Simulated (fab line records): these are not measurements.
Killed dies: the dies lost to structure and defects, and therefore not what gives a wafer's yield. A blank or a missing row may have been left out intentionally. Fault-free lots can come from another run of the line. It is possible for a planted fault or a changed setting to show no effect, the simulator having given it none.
Comparing a struck lot with a sound one + flow sky130 + 16 out of 708 route steps
Sound: these wafers, L748.2, L748.4, L748.5. Wafers L749.1, L749.2, L749.4 were the ones struck. The cause is named last.
Per side, at each step with rows, come the tool, then ch with its chambers, and then its first start. Under that, the readings that differ: sound wafers + struck wafers + difference of the means + sigmas: that difference in standard deviations of wafers without a fault.
alike: same words and numbers on both sides, and readings whose means sit less than 2 such deviations apart. not compared: any withheld reading, any reading some wafer has no value for, any bound like >300 that may hide the same value, and any number with overlapping values for which the record gives no deviation.
The two part at a step that has a row with sigmas, a row that says differs or no value, or rows on one side only. When numbers do not overlap yet have no deviation, they are printed without sigmas and do not part them. A reading that every wafer of one side lacks parts them only if that side has two wafers or more.

first, 1 step without rows for these wafers: SKY_NWELL_IMPLANT_24.
SKY_NWELL_STRIP_25: strips in O2/N2.
  sound on plasmaAsher-01 ch 0, day 9 14:59; struck on plasmaAsher-01 ch 0,1, day 9 22:53
  alike: drypumpMotorCurrentA, o2FlowSccm, oesProductAu, stripTimeToEndpointS
  not compared: rfHoursCounterH
SKY_NWELL_TW_MEAS_26:
  struck on filmMetro-01, day 9 23:00; sound on filmMetro-02, day 9 15:06
  alike: NWELL_2_TW
then, 1 step without rows for these wafers: SKY_NWELL_CLEAN_27 (cleans in SC1/SC2, time 150 s).
SKY_NWELL_RTA_28: time 30 s.
  sound on rtpAnneal-02 ch 0, day 9 15:13; struck on rtpAnneal-02 ch 0, day 9 23:07
  alike: chamberO2Ppm, lampPowerPct, rampDownCPerS, wafer_temp_C_max
SKY_NWELL_RS_MEAS_29: a four-point-probe measurement.
  struck on filmMetro-02, day 9 23:13; sound on filmMetro-03, day 9 15:19
  alike: NWELL_RS
SKY_NWELL_RS_MEAS_31: a four-point-probe measurement.
  struck on filmMetro-02, day 9 23:27; sound on filmMetro-03, day 9 15:34
  alike: PWDE_RS
then, 4 steps without rows for these wafers: SKY_VT_ADJUST_HVTP_DEHYDRATE_00 (time 60 s); SKY_VT_ADJUST_HVTP_HMDS_01 (prime time 60 s); SKY_VT_ADJUST_HVTP_COAT_02 (resist thk 1140 nm); SKY_VT_ADJUST_HVTP_SOFTBAKE_03 (time 60 s).
SKY_VT_ADJUST_HVTP_EXPOSE_04: exposes mask HVTPM, target cd 380 nm.
  sound on ilineStepper-01 ch 0, day 10 02:55; struck on ilineStepper-02 ch 0, day 10 10:58
| reading           | sound                | struck               | difference | sigmas |
|-------------------|----------------------|----------------------|------------|--------|
| exposureDoseMJCm2 | 141.48 141.54 141.57 | 131.13 131.02 130.95 | -10.50     | -81    |
  alike: mask
after that, 1 step had no rows for these wafers: SKY_VT_ADJUST_HVTP_PEB_05.
SKY_VT_ADJUST_HVTP_DEVELOP_06: develop time 60 s.
  sound on lithoTrack-01 ch 0, day 10 13:46; struck on lithoTrack-01 ch 0, day 10 22:05
| reading                        | sound             | struck            | difference | sigmas |
|--------------------------------|-------------------|-------------------|------------|--------|
| model.VT_ADJUST_HVTP.cdNm (nm) | 379.7 377.1 377.8 | 358.7 358.1 356.3 | -20.5      |        |
  alike: developerTempC
SKY_VT_ADJUST_HVTP_CD_MEAS_07 targets a cd of 380 nm.
  struck on cdSem-01, day 10 22:14; sound on cdSem-01, day 10 13:54
| reading   | sound             | struck            | difference | sigmas |
|-----------|-------------------|-------------------|------------|--------|
| cdNm (nm) | 379.6 376.9 377.4 | 359.0 358.2 356.5 | -20.1      | -8     |
SKY_VT_ADJUST_HVTP_OVL_MEAS_08:
  struck on overlay-02, day 10 22:21; sound on overlay-02, day 10 14:01
  alike: VT_ADJUST_HVTP_OVL

== WHERE THEY PART ==
First at SKY_VT_ADJUST_HVTP_EXPOSE_04; last, within this record, at SKY_VT_ADJUST_HVTP_CD_MEAS_07. Later steps at which nothing parts them and some readings are alike: SKY_VT_ADJUST_HVTP_OVL_MEAS_08.

WHY: the cause the simulator had injected
Process parameters drifting: ilineStepper-02 at SKY_VT_ADJUST_HVTP_EXPOSE_04, beginning at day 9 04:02. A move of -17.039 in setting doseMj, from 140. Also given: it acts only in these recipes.
